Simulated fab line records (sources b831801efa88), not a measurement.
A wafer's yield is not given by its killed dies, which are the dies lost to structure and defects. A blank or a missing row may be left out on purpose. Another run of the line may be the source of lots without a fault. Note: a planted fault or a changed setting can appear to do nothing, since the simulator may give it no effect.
fab line records | flow gf180mcu | part 1 of 2: steps 1 to 25 of 34
record: lots: 5 wafers: 15 last-day: 34
route steps=602 shown V5@542 TOP_METAL@567
lots that met no fault: taken from a fault-free run of the same line
start-h: the number of hours between the record's first day and the start of the first shown wafer of the lot | wait-h: time in hours since the lot's previous step | " same as the row above | L1.1+2: a single row standing in for several wafers | - no value, or no start given | * or withheld: withheld | < > ~ a bound
route shown NAME@n: NAME is a module with steps in the file, n the number in the route of the first one | usual: mean/standard deviation of fault-free wafers | same: alike in all rows | chamber/n: place in a boat | sites: per-site readings | _std_site: standard deviation across them | _edge_site: inner sites' mean taken away from outer sites' mean | radius-mm: for every site, how far away it sits from the centre of the wafer | mask NAME#n: copy n | behind: tool/chamber where the wafer was last shaped | hold: the reason the lot was held/the length of the hold in hours/how it ended | device: names the non-switching transistor (n, p or np) | end of line: the tests these same wafers got at the end of their route | step lacking rows: just its recipe | killed: count of dies lost to structure and defects at first sort (not the wafer's yield) | map: per-die view of a wafer (x killed, . not killed, _ where there is no die)
set.NAME: the setting that was run; set.NAME@STEP: the one run at that earlier step | model.NAME: the simulator's own value behind a step, which no gauge read
a table for each step, a row for each wafer; lots at some steps of the route
services: from which hour (start-h, from the record's first day; less than 0 if before it) a tool's chamber was out of use, for how many hours, and why
== steps ==
step: GF_V5_CVD_02
recipe: material: SiO2 target-thk-nm: 1450 precursor: TEOS temp-c: 400 time-s: 163.28 rf-w: 600
usual: heater-power-w: 662/92
columns lot.wafer tool chamber start-h wait-h heater-power-w
L078.1 pecvd-02 1 641.26 0.1 647
L078.2 " 0 " " 696
L078.4 " 1 " " 522
L080.1 pecvd-01 0 657.68 0.1 504
L080.3 " 1 " " 723
L080.6 " 0 " " 556
L082.2 pecvd-01 2 675.31 0.0 754
L082.3 " 0 " " 566
L082.4 " 1 " " 619
L088.3 pecvd-02 0 715.34 0.0 804
L088.4 " 2 " " 648
L088.5 " 0 " " 675
L094.1 pecvd-02 1 752.15 0.1 584
L094.5 " 0 " " 841
L094.6 " 1 " " 649
step: GF_V5_THK_MEAS_03
recipe: reads: SiO2_of_V5_CVD_02
usual: V5_CVD_02_THK: 1448/19
columns lot.wafer tool chamber start-h wait-h V5_CVD_02_THK[nm]
L078.1 film-metro-03 - 641.37 0.1 1445
L078.2 " - " " 1436
L078.4 " - " " 1466
L080.1 film-metro-02 - 657.78 0.1 1445
L080.3 " - " " 1443
L080.6 " - " " 1455
L082.2 film-metro-04 - 675.45 0.1 1451
L082.3 " - " " 1431
L082.4 " - " " 1461
L088.3 film-metro-02 - 715.47 0.1 1432
L088.4 " - " " 1457
L088.5 " - " " 1454
L094.1 film-metro-02 - 752.25 0.1 1455
L094.5 " - " " 1438
L094.6 " - " " 1483
step: GF_V5_CMP_04
recipe: material: SiO2 down-force-psi: 4 platen-rpm: 60 pad-velocity-m-s: 0.94248
usual: motor-current-A: 12.2/1.1 platen-rpm: 60.00/0.041 slurry-flow-ml-min: 150.0/0.49
columns lot.wafer tool chamber start-h wait-h motor-current-A platen-rpm slurry-flow-ml-min
L078.2 cmp-02 1 641.48 0.1 12.2 60.00 150.1
L078.1 " 2 " " 12.9 60.07 150.0
L078.4 " 3 " " 12.0 59.98 149.6
L080.3 cmp-02 2 657.84 0.0 12.2 60.05 148.8
L080.1 " 0 " " 11.2 60.09 150.4
L080.6 " 3 " " 12.6 60.00 149.7
L082.4 cmp-02 1 675.55 0.1 12.3 60.03 150.1
L082.3 " 2 " " 11.8 60.06 149.9
L082.2 " 3 " " 13.6 59.99 150.2
L088.3 cmp-01 2 715.62 0.1 14.6 60.00 150.6
L088.4 " 3 " " 10.0 60.05 149.4
L088.5 " 0 " " 11.7 60.02 150.2
L094.1 cmp-01 1 752.38 0.1 12.7 59.95 150.0
L094.5 " 0 " " 11.7 60.01 150.0
L094.6 " 1 " " 12.5 59.88 149.9
step: GF_V5_BOW_MEAS_05
recipe: mode: bow
usual: V5_BOW: 138/10
columns lot.wafer tool chamber start-h wait-h V5_BOW[um]
L078.1 film-metro-04 - 641.73 0.1 162
L078.2 " - " " 152
L078.4 " - " " 151
L080.1 film-metro-02 - 658.14 0.1 138
L080.3 " - " " 133
L080.6 " - " " 146
L082.2 film-metro-03 - 675.82 0.1 117
L082.3 " - " " 134
L082.4 " - " " 135
L088.3 film-metro-02 - 715.88 0.2 146
L088.4 " - " " 152
L088.5 " - " " 141
L094.1 film-metro-03 - 752.63 0.2 138
L094.5 " - " " 130
L094.6 " - " " 128
step: GF_V5_DEHYDRATE_06
recipe: temp-c: 200 time-s: 60
usual: exhaust-pa: 45.1/0.77
columns lot.wafer tool chamber start-h wait-h exhaust-pa
L078.1 litho-track-04 0 651.43 9.7 45.1
L078.2 " 0 " " 45.7
L078.4 " 0 " " 45.3
L080.1 litho-track-04 0 667.03 8.9 44.1
L080.3 " 0 " " 45.6
L080.6 " 0 " " 44.3
L082.2 litho-track-01 0 684.42 8.6 45.4
L082.3 " 0 " " 44.5
L082.4 " 0 " " 44.6
L088.3 litho-track-04 0 724.03 8.1 45.2
L088.4 " 0 " " 45.3
L088.5 " 0 " " 44.1
L094.1 litho-track-04 0 760.23 7.6 44.8
L094.5 " 0 " " 45.3
L094.6 " 0 " " 44.7
step: GF_V5_HMDS_07
recipe: prime-time-s: 60 prime-temp-c: 120
usual: exhaust-pa: 45.1/0.94 prime-temp-c: 120.02/0.15
columns lot.wafer tool chamber start-h wait-h exhaust-pa prime-temp-c
L078.1 litho-track-04 0 651.58 0.1 44.7 120.23
L078.2 " 0 " " 45.5 120.25
L078.4 " 0 " " 46.9 120.23
L080.1 litho-track-04 0 667.18 0.1 46.6 120.06
L080.3 " 0 " " 44.9 120.05
L080.6 " 0 " " 45.2 120.07
L082.2 litho-track-01 0 684.57 0.1 44.7 120.10
L082.3 " 0 " " 45.2 119.91
L082.4 " 0 " " 45.0 120.05
L088.3 litho-track-04 0 724.18 0.1 45.2 119.94
L088.4 " 0 " " 45.1 120.04
L088.5 " 0 " " 45.6 119.87
L094.1 litho-track-04 0 760.38 0.1 45.1 120.17
L094.5 " 0 " " 44.6 120.16
L094.6 " 0 " " 44.3 119.98
step: GF_V5_COAT_08
recipe: resist: BARC temp-c: withheld time-s: withheld spin-rpm: withheld resist-thk-nm: withheld
usual: dispense-pressure-kPa: 53.6/1.7 exhaust-pa: 45.1/0.98
columns lot.wafer tool chamber start-h wait-h dispense-pressure-kPa exhaust-pa
L078.1 litho-track-04 0 651.73 0.1 54.0 46.4
L078.2 " 0 " " 54.0 45.1
L078.4 " 0 " " 54.0 46.0
L080.1 litho-track-04 0 667.33 0.1 54.0 44.7
L080.3 " 0 " " 53.9 44.5
L080.6 " 0 " " 53.9 45.0
L082.2 litho-track-01 0 684.72 0.1 54.8 45.5
L082.3 " 0 " " 54.8 44.2
L082.4 " 0 " " 54.8 44.5
L088.3 litho-track-04 0 724.33 0.1 53.9 43.9
L088.4 " 0 " " 53.9 45.3
L088.5 " 0 " " 53.9 45.9
L094.1 litho-track-04 0 760.53 0.1 54.0 45.3
L094.5 " 0 " " 54.0 45.3
L094.6 " 0 " " 54.0 43.5
step: GF_V5_COAT_09
recipe: resist: KrF spin-rpm: withheld resist-thk-nm: 1000
usual: dispense-pressure-kPa: 53.7/1.7 exhaust-pa: 44.8/1.1
columns lot.wafer tool chamber start-h wait-h dispense-pressure-kPa exhaust-pa
L078.1 litho-track-04 0 - - 54.0 42.3
L078.2 " 0 " " 54.0 42.5
L078.4 " 0 " " 54.0 43.0
L080.1 litho-track-04 0 - - 54.0 44.8
L080.3 " 0 " " 54.0 45.5
L080.6 " 0 " " 54.0 44.7
L082.2 litho-track-01 0 - - 54.8 44.3
L082.3 " 0 " " 54.8 45.1
L082.4 " 0 " " 54.8 45.5
L088.3 litho-track-04 0 - - 54.0 43.7
L088.4 " 0 " " 54.1 44.2
L088.5 " 0 " " 54.0 43.7
L094.1 litho-track-04 0 - - 54.0 46.7
L094.5 " 0 " " 54.0 48.5
L094.6 " 0 " " 54.0 46.1
step: GF_V5_SOFTBAKE_10
recipe: temp-c: 130 time-s: 60 resist: KrF
usual: exhaust-pa: 45.0/0.9
columns lot.wafer tool chamber start-h wait-h exhaust-pa
L078.1 litho-track-04 0 - - 44.5
L078.2 " 0 " " 43.5
L078.4 " 0 " " 43.7
L080.1 litho-track-04 0 - - 44.8
L080.3 " 0 " " 45.9
L080.6 " 0 " " 44.3
L082.2 litho-track-01 0 - - 45.2
L082.3 " 0 " " 46.7
L082.4 " 0 " " 45.4
L088.3 litho-track-04 0 - - 46.4
L088.4 " 0 " " 46.0
L088.5 " 0 " " 46.2
L094.1 litho-track-04 0 - - 45.2
L094.5 " 0 " " 45.6
L094.6 " 0 " " 45.2
step: GF_V5_EXPOSE_11
recipe: mask-id: Via5 target-cd-nm: 260 na: 0.68 source-shape: conventional sigma-outer: 0.6 dose-mj: 38
usual: focus-offset-nm: 0.0/0.49
columns lot.wafer tool chamber start-h wait-h mask focus-offset-nm
L078.1 krf-scanner-02 0 - - Via5#0 0.0
L078.2 " 0 " " Via5#0 0.3
L078.4 " 0 " " Via5#0 1.2
L080.1 krf-scanner-02 0 - - Via5#0 -0.8
L080.3 " 0 " " Via5#0 -1.0
L080.6 " 0 " " Via5#0 -0.2
L082.2 krf-scanner-02 0 - - Via5#0 0.6
L082.3 " 0 " " Via5#0 0.3
L082.4 " 0 " " Via5#0 -0.2
L088.3 krf-scanner-01 0 - - Via5#0 0.7
L088.4 " 0 " " Via5#0 -0.2
L088.5 " 0 " " Via5#0 -0.5
L094.1 krf-scanner-01 0 - - Via5#0 -0.3
L094.5 " 0 " " Via5#0 -0.2
L094.6 " 0 " " Via5#0 0.9
step: GF_V5_PEB_12
recipe: peb-temp-c: 134.3 peb-time-s: 90 resist: KrF
usual: exhaust-pa: 44.9/0.94
columns lot.wafer tool chamber start-h wait-h exhaust-pa
L078.1 litho-track-01 0 - - 44.9
L078.2 " 0 " " 44.3
L078.4 " 0 " " 44.9
L080.1 litho-track-01 0 - - 44.4
L080.3 " 0 " " 45.8
L080.6 " 0 " " 46.5
L082.2 litho-track-04 0 - - 42.9
L082.3 " 0 " " 44.6
L082.4 " 0 " " 44.8
L088.3 litho-track-04 0 - - 45.2
L088.4 " 0 " " 45.8
L088.5 " 0 " " 44.7
L094.1 litho-track-01 0 - - 45.8
L094.5 " 0 " " 43.6
L094.6 " 0 " " 46.5
step: GF_V5_DEVELOP_13
recipe: develop-time-s: 60 resist: KrF dev-temp-c: 21
usual: exhaust-pa: 44.8/0.86
columns lot.wafer tool chamber start-h wait-h exhaust-pa
L078.1 litho-track-01 0 661.25 0.2 43.6
L078.2 " 0 " " 44.2
L078.4 " 0 " " 43.2
L080.1 litho-track-01 0 677.40 0.2 46.1
L080.3 " 0 " " 45.6
L080.6 " 0 " " 44.5
L082.2 litho-track-04 0 694.61 0.2 45.0
L082.3 " 0 " " 45.7
L082.4 " 0 " " 45.4
L088.3 litho-track-04 0 733.43 0.1 46.7
L088.4 " 0 " " 44.2
L088.5 " 0 " " 44.8
L094.1 litho-track-01 0 768.80 0.2 46.0
L094.5 " 0 " " 45.8
L094.6 " 0 " " 45.0
step: GF_V5_CD_MEAS_14
recipe: target-cd-nm: 260
usual: cd-nm: 259.8/1.4
columns lot.wafer tool chamber start-h wait-h cd-nm
L078.1 cd-sem-01 - 661.40 0.1 261.0
L078.2 " - " " 262.1
L078.4 " - " " 261.1
L080.1 cd-sem-01 - 677.55 0.1 256.9
L080.3 " - " " 258.6
L080.6 " - " " 257.6
L082.2 cd-sem-01 - 694.75 0.1 259.2
L082.3 " - " " 259.0
L082.4 " - " " 259.0
L088.3 cd-sem-01 - 733.57 0.1 257.4
L088.4 " - " " 258.8
L088.5 " - " " 258.6
L094.1 cd-sem-01 - 768.95 0.1 257.4
L094.5 " - " " 257.7
L094.6 " - " " 257.9
step: GF_V5_OVL_MEAS_15
usual: V5_OVL: -3/5.2
columns lot.wafer tool chamber start-h wait-h V5_OVL[nm]
L078.1 overlay-02 - 661.52 0.1 -2
L078.2 " - " " 3
L078.4 " - " " -8
L080.1 overlay-01 - 677.67 0.1 -5
L080.3 " - " " -9
L080.6 " - " " 3
L082.2 overlay-02 - 694.86 0.1 1
L082.3 " - " " -4
L082.4 " - " " 2
L088.3 overlay-02 - 733.66 0.1 -8
L088.4 " - " " -5
L088.5 " - " " -9
L094.1 overlay-01 - 769.07 0.1 -8
L094.5 " - " " 0
L094.6 " - " " -4
step: GF_V5_ETCH_16
recipe: chemistry: N2/H2 target-depth-a: withheld overetch-a: withheld time-s: withheld target: BARC ion-energy-ev: 200 source-w: 500 bias-w: 100 pressure-mtorr: 30 n2-flow-sccm: 100 h2-flow-sccm: 200
usual: drypump-motor-current-A: 5.8/0.35 oes-product-au: 0.854/0.0043 throttle-valve-pct: 13.225/0.0093
columns lot.wafer tool chamber start-h wait-h drypump-motor-current-A oes-product-au throttle-valve-pct
L078.1 rie-diel-04 1 661.56 0.0 6.0 0.854 13.226
L078.2 " 2 " " 5.5 0.852 13.214
L078.4 " 3 " " 6.0 0.850 13.237
L080.1 rie-diel-02 0 677.71 0.0 6.4 0.854 13.223
L080.3 " 3 " " 5.9 0.857 13.227
L080.6 " 0 " " 6.4 0.859 13.234
L082.2 rie-diel-04 3 694.89 0.0 5.9 0.848 13.233
L082.3 " 1 " " 6.0 0.855 13.214
L082.4 " 0 " " 5.4 0.852 13.233
L088.3 rie-diel-02 3 733.69 0.0 5.9 0.855 13.214
L088.4 " 0 " " 6.4 0.857 13.226
L088.5 " 3 " " 5.9 0.854 13.237
L094.1 rie-diel-01 0 769.10 0.0 5.6 0.856 13.225
L094.5 " 1 " " 5.2 0.861 13.214
L094.6 " 0 " " 5.6 0.853 13.217
step: GF_V5_ETCH_17
recipe: chemistry: C4F8/O2/Ar mask-material: KrF target: SiO2 stop-on: TiN source-w: 1500 bias-w: 1200 pressure-mtorr: 40 c4f8-flow-sccm: withheld O2_flow_sccm: 6 Ar_flow_sccm: 300 time-s: withheld target-depth-a: 8550
usual: oes-product-au: 0.859/0.0047
columns lot.wafer tool chamber start-h wait-h oes-product-au
L078.1 rie-diel-04 1 - - 0.855
L078.2 " 2 " " 0.859
L078.4 " 3 " " 0.855
L080.1 rie-diel-02 0 - - 0.863
L080.3 " 3 " " 0.866
L080.6 " 0 " " 0.865
L082.2 rie-diel-04 3 - - 0.854
L082.3 " 1 " " 0.854
L082.4 " 0 " " 0.853
L088.3 rie-diel-02 3 - - 0.864
L088.4 " 0 " " 0.857
L088.5 " 3 " " 0.855
L094.1 rie-diel-01 0 - - 0.862
L094.5 " 1 " " 0.866
L094.6 " 0 " " 0.857
step: GF_V5_STRIP_18
recipe: chemistry: O2/N2 power-w: 1400 pressure-mtorr: 1500 platen-temp-c: 250 o2-flow-sccm: 3000 n2-flow-sccm: 300 overash-fraction: 0.5
usual: drypump-motor-current-A: 5.59/0.25 heater-power-w: 327/18 oes-product-au: 0.569/0.0053
columns lot.wafer tool chamber start-h wait-h drypump-motor-current-A heater-power-w oes-product-au rf-hours-counter-h
L078.1 plasma-asher-04 1 661.71 - 5.26 364 0.569 86
L078.2 " 0 " " 5.59 311 0.583 86
L078.4 " 0 " " 5.59 314 0.563 -
L080.1 plasma-asher-03 1 677.86 - 5.32 322 0.563 101
L080.3 " 1 " " 5.33 314 0.565 -
L080.6 " 1 " " 5.32 314 0.560 -
L082.2 plasma-asher-04 0 695.04 - 5.56 303 0.568 90
L082.3 " 0 " " 5.53 315 0.567 -
L082.4 " 1 " " 5.27 378 0.567 -
L088.3 plasma-asher-02 0 733.87 - 5.59 333 0.570 -
L088.4 " 1 " " 6.07 324 0.566 -
L088.5 " 1 " " 6.02 322 0.578 -
L094.1 plasma-asher-04 1 769.26 - 5.29 373 0.572 99
L094.5 " 1 " " 5.27 370 0.564 -
L094.6 " 0 " " 5.57 305 0.570 -
step: GF_V5_STRIP_19
recipe: chemistry: post-etch-residue-remover time-s: 1200 temp-c: 72.5
columns lot.wafer tool chamber start-h wait-h
L078.1+2+4 wet-bench-04 2 661.81 0.1
L080.1+3+6 wet-bench-03 2 677.96 0.1
L082.2+3+4 wet-bench-04 2 695.14 0.1
L088.3+4+5 wet-bench-02 3 733.94 0.0
L094.1+5+6 wet-bench-04 0 769.36 0.1
step: GF_V5_CLEAN_20
recipe: chemistry: DIW dry: n2-spin
columns lot.wafer tool chamber start-h wait-h
L078.1+2+4 wet-bench-02 1 662.49 0.0
L080.1+3+6 wet-bench-04 0 678.30 0.0
L082.2+3+4 wet-bench-02 0 695.48 0.0
L088.3+4+5 wet-bench-03 3 734.31 0.0
L094.1+5+6 wet-bench-03 1 769.73 0.0
step: GF_V5_SPUTTER_21
recipe: material: Ti target-thk-nm: 15 chamber-pressure-pa: 5 power-w: 2500 substrate-temp-c: 200 time-s: 80.02
usual: throttle-valve-pct: 29.9/1.2
columns lot.wafer tool chamber start-h wait-h throttle-valve-pct
L078.1 pvd-sputter-02 - 662.59 0.0 31.2
L078.2 " - " " 29.7
L078.4 " - " " 27.7
L080.1 pvd-sputter-04 - 678.39 0.0 31.1
L080.3 " - " " 30.7
L080.6 " - " " 30.6
L082.2 pvd-sputter-03 - 695.58 0.0 30.7
L082.3 " - " " 30.7
L082.4 " - " " 30.6
L088.3 pvd-sputter-03 - 734.41 0.0 30.7
L088.4 " - " " 29.6
L088.5 " - " " 30.7
L094.1 pvd-sputter-02 - 769.82 0.0 27.6
L094.5 " - " " 29.7
L094.6 " - " " 27.6
step: GF_V5_SPUTTER_22
recipe: material: TiN target-thk-nm: 10 chamber-pressure-pa: 5 power-w: 4000 time-s: 40
usual: throttle-valve-pct: 29.8/1.2
columns lot.wafer tool chamber start-h wait-h throttle-valve-pct
L078.1 pvd-sputter-02 - 662.65 0.0 30.9
L078.2 " - " " 29.9
L078.4 " - " " 27.7
L080.1 pvd-sputter-04 - 678.45 0.0 30.8
L080.3 " - " " 30.5
L080.6 " - " " 30.7
L082.2 pvd-sputter-03 - 695.64 0.0 30.8
L082.3 " - " " 30.9
L082.4 " - " " 30.6
L088.3 pvd-sputter-03 - 734.47 0.0 30.8
L088.4 " - " " 29.6
L088.5 " - " " 30.7
L094.1 pvd-sputter-02 - 769.88 0.0 27.6
L094.5 " - " " 29.8
L094.6 " - " " 27.6
step: GF_V5_CVD_23
recipe: material: W target-thk-nm: 350 time-s: 104.9 temp-c: 400 pressure-torr: 40
usual: heater-power-w: 814/73
columns lot.wafer tool chamber start-h wait-h heater-power-w
L078.1 cvd-w-02 1 662.69 0.0 766
L078.2 " 1 " " 789
L078.4 " 1 " " 757
L080.1 cvd-w-01 1 678.49 0.0 963
L080.3 " 1 " " 914
L080.6 " 1 " " 923
L082.2 cvd-w-01 0 695.68 0.0 826
L082.3 " 0 " " 811
L082.4 " 1 " " 927
L088.3 cvd-w-02 1 734.54 0.1 757
L088.4 " 0 " " 780
L088.5 " 1 " " 788
L094.1 cvd-w-02 1 769.92 0.0 783
L094.5 " 0 " " 757
L094.6 " 1 " " 782
step: GF_V5_RS_MEAS_24
recipe: thk-meas-gauge: four-point-probe reads: W_of_V5_CVD_23+TiN_of_V5_SPUTTER_22+Ti_of_V5_SPUTTER_21
usual: V5_W_RS: 0.327/0.0051
columns lot.wafer tool chamber start-h wait-h V5_W_RS[ohm/sq]
L078.1 film-metro-04 - 662.92 0.2 0.324
L078.2 " - " " 0.329
L078.4 " - " " 0.329
L080.1 film-metro-02 - 678.72 0.2 0.335
L080.3 " - " " 0.328
L080.6 " - " " 0.330
L082.2 film-metro-02 - 695.86 0.1 0.320
L082.3 " - " " 0.318
L082.4 " - " " 0.323
L088.3 film-metro-02 - 734.66 0.1 0.323
L088.4 " - " " 0.332
L088.5 " - " " 0.325
L094.1 film-metro-03 - 770.03 0.1 0.326
L094.5 " - " " 0.334
L094.6 " - " " 0.324
step: GF_V5_THK_MEAS_25
recipe: thk-meas-gauge: xrf reads: W_of_V5_CVD_23
usual: V5_W_THK: 341/5.8
columns lot.wafer tool chamber start-h wait-h V5_W_THK[nm]
L078.1 film-metro-04 - 663.04 0.1 341
L078.2 " - " " 337
L078.4 " - " " 339
L080.1 film-metro-02 - 678.84 0.1 332
L080.3 " - " " 338
L080.6 " - " " 338
L082.2 film-metro-02 - 695.97 0.1 346
L082.3 " - " " 352
L082.4 " - " " 343
L088.3 film-metro-02 - 734.76 0.1 341
L088.4 " - " " 332
L088.5 " - " " 340
L094.1 film-metro-03 - 770.15 0.1 348
L094.5 " - " " 340
L094.6 " - " " 349
step: GF_V5_CMP_26
recipe: stop-on: SiO2 down-force-psi: 3.5 platen-rpm: 60 t-overpolish-s: 15 target-thk-nm: 0 pad-velocity-m-s: 0.94248
usual: motor-current-A: 11.2/1.1 overpolish-run-s: 15.000/0.01 platen-rpm: 59.99/0.042 slurry-flow-ml-min: 149.9/0.47 time-to-endpoint-s: 85/3.3
columns lot.wafer tool chamber start-h wait-h motor-current-A overpolish-run-s platen-rpm slurry-flow-ml-min time-to-endpoint-s
L078.4 cmp-01 0 663.10 0.0 10.3 15.003 60.01 150.3 87
L078.1 " 1 " " 11.2 14.993 59.98 149.5 90
L078.2 " 3 " " 9.6 15.004 59.91 149.7 83
L080.1 cmp-02 2 678.90 0.1 11.2 14.985 60.01 149.5 82
L080.3 " 1 " " 11.3 14.995 60.04 148.9 91
L080.6 " 3 " " 12.0 14.983 59.95 150.3 86
L082.3 cmp-02 1 696.02 0.0 10.9 14.995 60.01 150.1 85
L082.4 " 2 " " 11.1 14.988 60.03 149.4 80
L082.2 " 0 " " 10.0 15.001 59.99 149.8 85
L088.3 cmp-01 3 734.80 0.0 9.6 15.007 59.94 150.1 81
L088.4 " 1 " " 11.4 15.002 59.95 150.4 81
L088.5 " 3 " " 9.4 14.986 60.04 150.1 83
L094.1 cmp-01 3 770.26 0.1 9.7 15.008 60.03 149.9 85
L094.6 " 2 " " 13.3 15.025 60.02 150.2 91
L094.5 " 3 " " 9.5 15.000 60.00 150.2 84
